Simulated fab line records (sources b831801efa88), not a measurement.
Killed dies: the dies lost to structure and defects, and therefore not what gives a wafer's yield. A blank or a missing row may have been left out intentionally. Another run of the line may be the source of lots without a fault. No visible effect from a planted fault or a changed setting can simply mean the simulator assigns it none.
Chamber matching / flow sky130 / SKY_VIA1_ETCH_14 on rie diel-02 has 4 sister chambers
The step etches BARC in N2/H2, stops on SiO2, time 45.9 s, target depth 60 nm. 4 wafers are shown with their chamber, then 7 later ones without.

WAFERS, EACH WITH ITS CHAMBER
wafer=L922.3; chamber=3; drypump motor current A (A)=5.78
wafer=L922.4; chamber=1; drypump motor current A (A)=5.87
wafer=L927.1; chamber=2; drypump motor current A (A)=5.60
wafer=L927.3; chamber=0; drypump motor current A (A)=5.64

WAFERS MISSING THEIR CHAMBER
wafer=L927.5; drypump motor current A (A)=5.65
wafer=L928.2; drypump motor current A (A)=5.76
wafer=L928.3; drypump motor current A (A)=5.89
wafer=L928.4; drypump motor current A (A)=5.60
wafer=L932.3; drypump motor current A (A)=5.65
wafer=L932.5; drypump motor current A (A)=5.66
wafer=L932.6; drypump motor current A (A)=5.78

CHAMBER TAKEN BY EACH
wafer=L927.5; from the rows above=0; in truth=0
wafer=L928.2; from the rows above=3; in truth=3
wafer=L928.3; from the rows above=1; in truth=1
wafer=L928.4; from the rows above=2; in truth=2
wafer=L932.3; from the rows above=0; in truth=0
wafer=L932.5; from the rows above=0; in truth=0
wafer=L932.6; from the rows above=3; in truth=3
Correct placement for 7 of the 7. Left unplaced by these rows: 0. Placed wrongly: 0.
How it was worked out, from the rows above alone: a wafer's distance from a chamber is the root of the sum, over the readings, of the square of ((its reading less the chamber's mean) divided by the reading's scatter). The wafer belongs to the nearest chamber; if the next one is less than 2 further off, it can't be placed. For every chamber, the mean is computed from those of its wafers that are shown. The scatter (one wafer shown for each chamber): square how far every hidden wafer sits from the nearest shown wafer, average those squares and take the square root.
